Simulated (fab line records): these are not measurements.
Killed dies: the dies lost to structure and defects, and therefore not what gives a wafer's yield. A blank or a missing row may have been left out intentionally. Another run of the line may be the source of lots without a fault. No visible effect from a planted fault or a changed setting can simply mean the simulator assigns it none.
fab line records	flow sky130
record: lots: 13	wafers: 39	last_day: 50
route steps=708 shown NWELL@80 VIA4@640 METAL5@676 PASSIVATION@682 PAD_OPEN@708
lots with no fault: from the same line, run without faults
start_h: start of the lot's first displayed wafer, in hours after the record's first day	wait_h: time in hours since the lot's previous step	" unchanged from the row above	L1.1+2: a single row standing in for several wafers	- no value present, or no start provided	* or withheld: withheld	< > ~ a bound
route shown NAME@n: NAME is a module with steps in the file, n the number in the route of the first one	usual: mean/standard deviation of fault-free wafers	same: alike in all rows	chamber/n: place in a boat	sites: the reading at each site	_std_site: standard deviation across them	_edge_site: the outer-site mean with the inner-site mean subtracted	radius_mm: for every site, how far away it sits from the centre of the wafer	mask NAME#n: copy n	behind: the tool/chamber that last shaped the wafer	hold: reason for holding the lot/hours on hold/outcome of the hold	device: whichever transistor did not switch (one of n, p or np)	end of line: at the end of the route, the tests of the same wafers	a step with no rows: only its recipe	killed: dies that structure and defects cost at the first sort, which is not the same as the wafer's yield	map: per-die view of a wafer (x killed, . not killed, _ where there is no die)
set.NAME: the setting the step ran with; set.NAME@STEP: the setting that earlier step ran with	model.NAME: the simulator's own value behind a step, which no gauge read
route steps across a sampled set of lots; one table per step, one row per wafer
services: when a tool's chamber went out of use (start_h, in hours from the record's first day, below 0 if earlier), for how many hours, and the reason
== steps ==
step: SKY_NWELL_CLEAN_27
recipe: chemistry: SC1/SC2	mix: 1:4:20	temp_c: 70	time_s: 150	dry: n2_spin
lot.wafer	tool	chamber	start_h	wait_h
L883.1+3+6	wet_bench-03	3	109.28	0.1
L884.2+5+6	wet_bench-03	3	111.38	0.0
L885.2+4+5	wet_bench-03	2	115.58	0.0
L886.1+4+5	wet_bench-03	3	120.48	0.1
L892.1+2+6	wet_bench-03	0	158.78	0.1
L893.2+5+6	wet_bench-02	3	166.53	0.0
L894.4+5+6	wet_bench-01	3	171.04	0.0
L898.1+5+6	wet_bench-03	3	194.33	0.1
L899.2+3+4	wet_bench-03	0	199.18	0.0
L900.2+4+6	wet_bench-03	3	205.89	0.0
L901.1+4+6	wet_bench-02	1	216.39	0.1
L903.3+4+6	wet_bench-02	1	228.93	0.0
L906.3+5+6	wet_bench-02	3	267.23	0.0
step: SKY_VIA4_THK_MEAS_01
recipe: reads: SiO2_of_VIA4_HDPCVD_00
usual: VIA4_HDPCVD_THK: 1756/18
lot.wafer	tool	chamber	start_h	wait_h	VIA4_HDPCVD_THK[nm]
L883.1	film_metro-04	-	992.63	0.1	1766
L883.3	"	-	"	"	1780
L883.6	"	-	"	"	1783
L884.2	film_metro-03	-	993.22	0.1	1730
L884.5	"	-	"	"	1714
L884.6	"	-	"	"	1739
L885.2	film_metro-02	-	993.46	0.1	1765
L885.4	"	-	"	"	1739
L885.5	"	-	"	"	1757
L886.1	film_metro-02	-	994.68	0.1	1770
L886.4	"	-	"	"	1773
L886.5	"	-	"	"	1773
L892.1	film_metro-03	-	1039.74	0.1	1748
L892.2	"	-	"	"	1761
L892.6	"	-	"	"	1765
L893.2	film_metro-02	-	1046.56	0.1	1751
L893.5	"	-	"	"	1737
L893.6	"	-	"	"	1752
L894.4	film_metro-02	-	1050.86	0.0	1723
L894.5	"	-	"	"	1759
L894.6	"	-	"	"	1733
L898.1	film_metro-03	-	1073.71	0.1	1782
L898.5	"	-	"	"	1766
L898.6	"	-	"	"	1753
L899.2	film_metro-02	-	1083.88	0.1	1748
L899.3	"	-	"	"	1749
L899.4	"	-	"	"	1739
L900.2	film_metro-04	-	1087.42	0.2	1803
L900.4	"	-	"	"	1779
L900.6	"	-	"	"	1784
L901.1	film_metro-02	-	1098.28	0.1	1764
L901.4	"	-	"	"	1771
L901.6	"	-	"	"	1752
L903.3	film_metro-03	-	1111.55	0.1	1725
L903.4	"	-	"	"	1756
L903.6	"	-	"	"	1735
L906.3	film_metro-03	-	1137.81	0.1	1766
L906.5	"	-	"	"	1741
L906.6	"	-	"	"	1774
step: SKY_METAL5_METAL_ETCH_15
recipe: target_depth_a: 12600	stop_on: SiO2	over_etch_frac: 0.2	time_s: 252	chemistry: Cl2/BCl3	resist_sidewall_deg: 86	pressure_mtorr: 10	icp_w: 900	bias_w: 48.5	Cl2_flow_sccm: 60	bcl3_flow_sccm: 30
usual: drypump_motor_current_A: 5.3/0.32	oes_product_au: 0.894/0.0054	throttle_valve_pct: 22.264/0.0081
lot.wafer	tool	chamber	start_h	wait_h	drypump_motor_current_A	oes_product_au	rf_hours_counter_h	throttle_valve_pct
L883.1	rie_metal-02	1	1039.13	0.0	4.9	0.889	9	22.269
L883.3	"	0	"	"	4.9	0.896	-	22.252
L883.6	"	1	"	"	4.9	0.894	-	22.268
L884.2	rie_metal-03	0	1040.27	0.0	5.5	0.904	17	22.264
L884.5	"	0	"	"	5.5	0.894	-	22.261
L884.6	"	1	"	"	5.3	0.896	-	22.284
L885.2	rie_metal-01	0	1040.97	0.0	5.5	0.897	23	22.269
L885.4	"	0	"	"	5.5	0.894	-	22.266
L885.5	"	1	"	"	5.8	0.895	-	22.267
L886.1	rie_metal-02	1	1042.68	0.0	4.9	0.891	9	22.263
L886.4	"	1	"	"	4.9	0.898	-	22.264
L886.5	"	0	"	"	4.9	0.891	-	22.256
L892.1	rie_metal-03	0	1084.37	0.0	5.5	0.905	20	22.283
L892.2	"	1	"	"	5.3	0.898	20	22.265
L892.6	"	1	"	"	5.3	0.890	-	22.268
L893.2	rie_metal-02	1	1092.07	0.0	4.9	0.895	12	22.252
L893.5	"	0	"	"	4.9	0.889	-	22.265
L893.6	"	1	"	"	4.9	0.906	-	22.268
L894.4	rie_metal-01	0	1096.10	0.1	5.5	0.889	-	22.265
L894.5	"	0	"	"	5.5	0.897	-	22.263
L894.6	"	1	"	"	5.8	0.898	-	22.266
L898.1	rie_metal-02	0	1115.77	0.0	4.9	0.899	22	22.282
L898.5	"	1	"	"	4.9	0.891	-	22.259
L898.6	"	0	"	"	4.9	0.891	-	22.255
L899.2	rie_metal-01	0	1125.68	0.1	5.5	0.894	-	22.264
L899.3	"	0	"	"	5.5	0.893	-	22.269
L899.4	"	0	"	"	5.5	0.895	-	22.260
L900.2	rie_metal-03	1	1128.32	0.0	5.3	0.894	23	22.254
L900.4	"	1	"	"	5.3	0.891	-	22.260
L900.6	"	0	"	"	5.5	0.898	-	22.264
L901.1	rie_metal-02	1	1138.48	0.0	4.9	0.898	16	22.264
L901.4	"	1	"	"	4.9	0.897	-	22.262
L901.6	"	1	"	"	4.9	0.905	-	22.266
L903.3	rie_metal-01	1	1151.21	0.1	5.8	0.892	-	22.245
L903.4	"	0	"	"	5.5	0.892	-	22.254
L903.6	"	0	"	"	5.5	0.899	-	22.280
L906.3	rie_metal-03	1	1174.81	0.2	5.3	0.904	-	22.272
L906.5	"	1	"	"	5.3	0.896	-	22.272
L906.6	"	1	"	"	5.3	0.894	-	22.270
step: SKY_PASSIVATION_THK_MEAS_01
recipe: reads: SiO2_of_PASSIVATION_CVD_00
usual: PASSIVATION_CVD_00_THK: 90.1/1.2
lot.wafer	tool	chamber	start_h	wait_h	PASSIVATION_CVD_00_THK[nm]
L883.1	film_metro-01	-	1039.97	-	90.9
L883.3	"	-	"	"	89.6
L883.6	"	-	"	"	92.8
L884.2	film_metro-03	-	1041.13	-	88.5
L884.5	"	-	"	"	90.1
L884.6	"	-	"	"	89.6
L885.2	film_metro-04	-	1041.82	-	89.2
L885.4	"	-	"	"	88.7
L885.5	"	-	"	"	91.4
L886.1	film_metro-03	-	1043.53	-	89.0
L886.4	"	-	"	"	89.1
L886.5	"	-	"	"	90.1
L892.1	film_metro-04	-	1085.29	-	90.9
L892.2	"	-	"	"	89.5
L892.6	"	-	"	"	90.3
L893.2	film_metro-04	-	1092.93	-	89.0
L893.5	"	-	"	"	88.7
L893.6	"	-	"	"	90.9
L894.4	film_metro-04	-	1096.90	-	89.4
L894.5	"	-	"	"	89.9
L894.6	"	-	"	"	88.9
L898.1	film_metro-03	-	1116.61	-	90.4
L898.5	"	-	"	"	91.9
L898.6	"	-	"	"	91.5
L899.2	film_metro-03	-	1126.69	-	91.2
L899.3	"	-	"	"	90.9
L899.4	"	-	"	"	92.3
L900.2	film_metro-01	-	1129.18	-	90.6
L900.4	"	-	"	"	88.8
L900.6	"	-	"	"	90.5
L901.1	film_metro-03	-	1139.43	-	87.4
L901.4	"	-	"	"	89.7
L901.6	"	-	"	"	88.5
L903.3	film_metro-03	-	1152.03	-	89.6
L903.4	"	-	"	"	92.3
L903.6	"	-	"	"	90.6
L906.3	film_metro-03	-	1175.76	-	88.7
L906.5	"	-	"	"	89.5
L906.6	"	-	"	"	90.6
step: SKY_PAD_OPEN_PROBE_99
usual: killed_at_M0_to_M3: 45/6.8	killed_at_M4_up: 3.1/2	killed_at_contacts: 23/5.2	killed_at_front_end: 14/3.7	killed_at_other: 0.3/0.61	killed_dies: 86/9	killed_on_rim: 17/3.9	killed_open: 46/6.9	killed_short: 39/6.4
same: gross_dies: 492	killed_at_back_side: 0
lot.wafer	tool	chamber	start_h	wait_h	killed_at_M0_to_M3	killed_at_M4_up	killed_at_contacts	killed_at_front_end	killed_at_other	killed_dies	killed_on_rim	killed_open	killed_short
L883.1	prober-01	-	1085.43	0.1	31	3	23	16	0	73	12	41	32
L883.3	prober-01	-	1085.53	0.2	43	6	27	5	1	82	17	42	40
L883.6	prober-01	-	1085.68	0.2	39	1	30	10	1	81	12	43	38
L893.2	prober-01	-	1134.05	0.1	54	7	27	17	0	105	29	59	46
L893.5	prober-01	-	1134.20	0.2	42	3	23	14	0	82	14	39	43
L893.6	prober-01	-	1134.25	0.2	52	2	19	14	1	88	19	40	48
L898.1	prober-02	-	1156.56	0.1	63	4	22	17	0	106	18	54	52
L898.5	prober-02	-	1156.76	0.2	44	4	25	20	1	94	19	54	40
L898.6	prober-02	-	1156.81	0.2	44	4	24	12	0	84	17	44	40
L899.2	prober-01	-	1165.35	0.1	33	3	32	45	0	113	25	46	40
L899.3	prober-01	-	1165.40	0.2	46	6	21	37	2	112	27	52	38
L899.4	prober-01	-	1165.45	0.2	42	2	28	36	0	108	21	49	40
L900.2	prober-02	-	1167.24	0.1	48	2	17	51	0	118	14	45	34
L900.4	prober-02	-	1167.34	0.2	37	2	21	62	0	122	19	44	31
L900.6	prober-02	-	1167.44	0.2	54	4	16	56	0	130	15	52	38
killed by level:class
L883.1 CONTACT:geometric_particle:open=8 LI_CONTACT:geometric_particle:open=6 VIA3:geometric_particle:open=6 FIELD_ISO:geometric_particle:open=5 POLY_GATE:geometric_particle:short=5 VIA1:geometric_particle:open=5 VIA2:geometric_particle:open=5 CONTACT:geometric_particle:short=4
L883.3 CONTACT:geometric_particle:open=11 VIA2:geometric_particle:open=7 VIA3:geometric_particle:open=7 VIA1:geometric_particle:open=6 METAL2:geometric_particle:short=6 LOCAL_INTERCONNECT:geometric_particle:short=5 CONTACT:geometric_particle:short=5 LI_CONTACT:geometric_particle:open=4
L883.6 LI_CONTACT:geometric_particle:open=8 VIA2:geometric_particle:open=8 CONTACT:geometric_particle:open=7 VIA1:geometric_particle:open=7 LOCAL_INTERCONNECT:geometric_particle:short=6 METAL1:geometric_particle:short=5 VIA3:geometric_particle:short=5 CONTACT:geometric_particle:short=4
L893.2 VIA1:geometric_particle:open=16 CONTACT:geometric_particle:open=9 VIA2:geometric_particle:open=9 LI_CONTACT:geometric_particle:open=7 POLY_GATE:geometric_particle:short=6 CONTACT:geometric_particle:short=6 VIA1:geometric_particle:short=6 METAL4:geometric_particle:short=5
L893.5 METAL2:geometric_particle:short=9 VIA1:geometric_particle:open=9 METAL1:geometric_particle:short=8 LI_CONTACT:geometric_particle:open=7 CONTACT:geometric_particle:open=6 FIELD_ISO:geometric_particle:open=5 LOCAL_INTERCONNECT:geometric_particle:short=4 CONTACT:geometric_particle:short=4
L893.6 METAL2:geometric_particle:short=14 VIA1:geometric_particle:open=10 LI_CONTACT:geometric_particle:open=7 METAL1:geometric_particle:short=7 CONTACT:geometric_particle:open=6 VIA2:geometric_particle:short=5 FIELD_ISO:geometric_particle:short=3 POLY_GATE:geometric_particle:short=3
L898.1 VIA1:geometric_particle:open=15 VIA2:geometric_particle:open=11 LI_CONTACT:geometric_particle:open=8 METAL2:geometric_particle:short=8 METAL1:geometric_particle:short=7 VIA1:geometric_particle:short=7 CONTACT:geometric_particle:short=6 FIELD_ISO:geometric_particle:short=4
L898.5 VIA1:geometric_particle:open=13 CONTACT:geometric_particle:open=11 VIA2:geometric_particle:open=9 POLY_GATE:geometric_particle:short=6 LI_CONTACT:geometric_particle:open=6 METAL1:geometric_particle:short=6 VIA3:geometric_particle:open=6 FIELD_ISO:geometric_particle:short=5
L898.6 LI_CONTACT:geometric_particle:open=9 VIA1:geometric_particle:open=8 VIA1:geometric_particle:short=7 VIA2:geometric_particle:short=6 CONTACT:geometric_particle:open=6 CONTACT:geometric_particle:short=5 VIA3:geometric_particle:open=4 METAL1:geometric_particle:short=4
L899.2 NWELL:unspecified=27 VIA1:geometric_particle:open=11 FIELD_ISO:geometric_particle:short=8 LI_CONTACT:geometric_particle:open=8 CONTACT:geometric_particle:open=7 LOCAL_INTERCONNECT:geometric_particle:short=7 CONTACT:geometric_particle:short=5 METAL2:geometric_particle:short=5
L899.3 NWELL:unspecified=22 LI_CONTACT:geometric_particle:open=9 FIELD_ISO:geometric_particle:open=8 CONTACT:geometric_particle:open=7 VIA1:geometric_particle:open=7 METAL1:geometric_particle:short=7 VIA2:geometric_particle:short=7 VIA3:geometric_particle:open=7
L899.4 NWELL:unspecified=19 CONTACT:geometric_particle:open=14 VIA1:geometric_particle:open=7 VIA1:geometric_particle:short=6 METAL2:geometric_particle:short=6 VIA3:geometric_particle:open=6 FIELD_ISO:geometric_particle:open=5 CONTACT:geometric_particle:short=5
L900.2 NWELL:unspecified=39 VIA2:geometric_particle:open=9 VIA1:geometric_particle:open=8 VIA3:geometric_particle:open=7 LOCAL_INTERCONNECT:geometric_particle:short=6 METAL2:geometric_particle:short=5 LI_CONTACT:geometric_particle:open=5 FIELD_ISO:geometric_particle:open=4
L900.4 NWELL:unspecified=47 CONTACT:geometric_particle:open=13 VIA1:geometric_particle:open=11 FIELD_ISO:geometric_particle:short=7 VIA1:geometric_particle:short=5 VIA3:geometric_particle:open=5 METAL1:geometric_particle:short=4 VIA2:geometric_particle:open=4
L900.6 NWELL:unspecified=40 VIA3:geometric_particle:open=10 VIA1:geometric_particle:open=9 VIA2:geometric_particle:open=9 METAL3:geometric_particle:short=8 METAL2:geometric_particle:short=5 POLY_GATE:geometric_particle:open=4 LI_CONTACT:geometric_particle:open=4
== services ==
tool	chamber	start_h	hours	kind
rie_metal-01	-	192.08	1.2	repair
rie_metal-01	-	209.32	0.5	repair
wet_bench-03	-	215.73	4.1	repair
rie_metal-02	1	278.75	6.6	repair
rie_metal-03	-	297.89	2.8	pm
rie_metal-02	-	300.32	2.8	pm
rie_metal-03	1	302.48	2.7	repair
rie_metal-01	0	346.33	13.0	repair
rie_metal-03	0	365.97	20.2	repair
rie_metal-01	1	366.03	1.5	repair
rie_metal-03	1	373.03	5.3	repair
rie_metal-01	1	382.18	10.0	repair
rie_metal-03	0	394.24	20.1	repair
rie_metal-03	0	442.75	5.8	repair
wet_bench-02	-	462.35	4.3	repair
rie_metal-02	0	488.86	26.2	repair
rie_metal-02	0	516.46	3.9	repair
wet_bench-03	-	634.42	4.4	pm
rie_metal-02	1	695.24	19.6	repair
rie_metal-02	-	772.59	1.4	pm
wet_bench-03	-	782.41	1.9	pm
rie_metal-02	1	860.80	12.3	repair
rie_metal-02	-	1094.03	0.9	repair
rie_metal-02	1	1173.65	5.9	repair
== key ==
first_sign: step: SKY_PAD_OPEN_PROBE_99	reading: killed_at_front_end	direction: up	sigmas: 9	usual: 14	struck: 48
effect: step: SKY_PAD_OPEN_PROBE_99	reading: killed_dies	direction: up	sigmas: 3.5	usual: 86	struck: 117	wafers_moved: 5
met_at SKY_NWELL_CLEAN_27
struck_lots L899,L900
tester_left_out L899,L900
not_acting_at SKY_VIA4_THK_MEAS_01,SKY_METAL5_METAL_ETCH_15,SKY_PASSIVATION_THK_MEAS_01
onset_between 194.33 199.18
fault: kind: chamber_particle_source	tool: wet_bench-03	chamber: -	onset_h: 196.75	steps: SKY_NWELL_CLEAN_27	rate_per_visit_cm2: 0.40167	end_h: 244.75
tester_left_out: of these lots the tester's yield and bins aren't shown, on N5 and GAA mostly nor the transistor test; their killed dies are dies lost to structure and defects alone, not to doping, threshold or leakage, so they don't give the yield
